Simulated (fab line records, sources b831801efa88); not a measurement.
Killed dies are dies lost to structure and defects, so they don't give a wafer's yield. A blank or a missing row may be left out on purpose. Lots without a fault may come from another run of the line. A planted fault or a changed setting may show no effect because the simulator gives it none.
Chamber matching | flow sky130 | SKY_CAP2M_CVD_00 on pecvd-04: 3 sister chambers
The step deposits SiO2, target thk 15.5 nm. 6 wafers are shown with their chamber, then 7 later ones without.

WAFERS WITH THEIR CHAMBER
wafer  | chamber | heater_power_w (W)
L075.4 | 0       | 579
L087.2 | 2       | 759
L087.3 | 1       | 626
L087.5 | 0       | 556
L088.1 | 1       | 631
L088.2 | 2       | 678

WAFERS WITHOUT THEIR CHAMBER
wafer  | heater_power_w (W)
L088.4 | 675
L090.1 | 674
L090.4 | 817
L090.6 | 684
L091.1 | 791
L091.2 | 571
L091.3 | 661

WHICH CHAMBER EACH WENT THROUGH
wafer  | from the rows above          | in truth
L088.4 | can't be placed: 2 or 1 or 0 | 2
L090.1 | can't be placed: 2 or 1 or 0 | 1
L090.4 | 2                            | 2
L090.6 | can't be placed: 2 or 1      | 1
L091.1 | 2                            | 2
L091.2 | can't be placed: 0 or 1      | 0
L091.3 | can't be placed: 1 or 2 or 0 | 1
Placed correctly: 2 of 7. Can't be placed from these rows: 5 (the true chamber is among the candidates in 5). Placed wrongly: 0.
How it was worked out, from the rows above alone: a wafer's distance from a chamber is the root of the sum, over the readings, of the square of ((its reading less the chamber's mean) divided by the reading's scatter). The wafer belongs to the nearest chamber; if the next one is less than 2 further off, it can't be placed. A chamber's mean is the mean of its shown wafers. The scatter: the root of (the sum of the squares of (reading less its chamber's mean) over the shown wafers, divided by (wafers less chambers)).
